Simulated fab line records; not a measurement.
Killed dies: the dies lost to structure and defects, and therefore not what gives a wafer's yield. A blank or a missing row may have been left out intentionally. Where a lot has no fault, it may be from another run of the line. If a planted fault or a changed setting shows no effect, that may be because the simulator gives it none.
The same fault as seen by 2 desks || flow sky130 || what lay behind the numbers comes last; until then each desk has only its own

## FOR THE TOOL OWNER'S DESK: rtp_anneal-02
At SKY_SD_N_RTA_14 (time 2 s), the tool's own readings, given per lot that ran on this tool as the mean of the sampled wafers with a number. A lot is out of limits, marked OUT, if its mean lies more than 4 standard deviations from the usual mean; the brackets give that distance.
Columns: A = lamp_power_pct at SKY_SD_N_RTA_14, usual 15.74 %; B = ramp_up_c_per_s at SKY_SD_N_RTA_14, usual 150.00; C = wafer_temp_C_max at SKY_SD_N_RTA_14, usual 1078.1
{"lot": "L657", "first seen here": "day 27 20:47", "A": 15.74, "B": 150.00, "C": 1078.3}
{"lot": "L663", "first seen here": "day 30 05:39", "A": 15.73, "B": 150.02, "C": 1078.5}
{"lot": "L667", "first seen here": "day 31 10:49", "A": 15.71, "B": 149.99, "C": 1077.6}
{"lot": "L669", "first seen here": "day 32 00:43", "A": 15.76, "B": 150.01, "C": 1077.8}
{"lot": "L671", "first seen here": "day 32 21:38", "A": 15.71, "B": 150.01, "C": 1078.4}
{"lot": "L673", "first seen here": "day 33 13:53", "A": 15.85, "B": 150.03, "C": "1085.6 (+5.0) OUT"}
{"lot": "L675", "first seen here": "day 33 17:37", "A": 15.80, "B": 149.98, "C": "1084.5 (+4.3) OUT"}
Finding of this desk: L673, L675 out of limits; the first was L673 at day 33 13:53, on wafer_temp_C_max at SKY_SD_N_RTA_14. L657, L663, L667, L669, L671: within limits.

## METROLOGY DESK
What the gauges read, lot by lot, whatever tool the lot ran on: means of the sampled wafers that have a number. A lot is out of limits, marked OUT, if its mean lies more than 4 standard deviations from the usual mean; the brackets give that distance.
Columns: A = SD_N_RS at SKY_SD_N_RS_MEAS_16, usual 68.55 ohm/sq; B = SD_P_RS at SKY_SD_N_RS_MEAS_17, usual 147.1 ohm/sq
{"lot": "L657", "first seen here": "day 27 20:58", "A": 68.49, "B": 146.7}
{"lot": "L660", "first seen here": "day 29 08:20", "A": 68.53, "B": 147.1}
{"lot": "L662", "first seen here": "day 29 19:44", "A": 68.52, "B": 147.2}
{"lot": "L663", "first seen here": "day 30 05:50", "A": 68.59, "B": 146.9}
{"lot": "L667", "first seen here": "day 31 11:02", "A": 68.46, "B": 147.3}
{"lot": "L669", "first seen here": "day 32 00:53", "A": 68.45, "B": 147.0}
{"lot": "L670", "first seen here": "day 32 06:35", "A": 68.65, "B": 147.4}
{"lot": "L671", "first seen here": "day 32 21:49", "A": 68.53, "B": 147.1}
{"lot": "L672", "first seen here": "day 33 03:36", "A": 68.71, "B": 147.2}
{"lot": "L673", "first seen here": "day 33 14:05", "A": "67.50 (-9.5) OUT", "B": "141.2 (-18) OUT"}
{"lot": "L675", "first seen here": "day 33 17:50", "A": "67.62 (-8.5) OUT", "B": "141.5 (-17) OUT"}
Finding of this desk: L673, L675 out of limits, first seen on L673 at day 33 14:05 (SD_N_RS at SKY_SD_N_RS_MEAS_16). L657, L660, L662, L663, L667, L669, L670, L671, L672: within limits.

## PUT TOGETHER
The tool owner's desk could have raised an alarm at day 33 13:53, on L673, L675.
On L673, L675, the metrology desk was in a position to raise an alarm at day 33 14:05.
All the named lots went through SKY_SD_N_RTA_14 on rtp_anneal-02.

## WHAT THE SIMULATOR HAD INSERTED
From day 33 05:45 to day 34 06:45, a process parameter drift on rtp_anneal-02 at SKY_SD_N_RTA_14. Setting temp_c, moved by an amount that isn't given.
Struck lots among those shown: L673, L675.
Delay (hours) between the fault's onset and each desk's first out-of-limits reading: 8 at the tool owner's desk, 8 at the metrology desk.
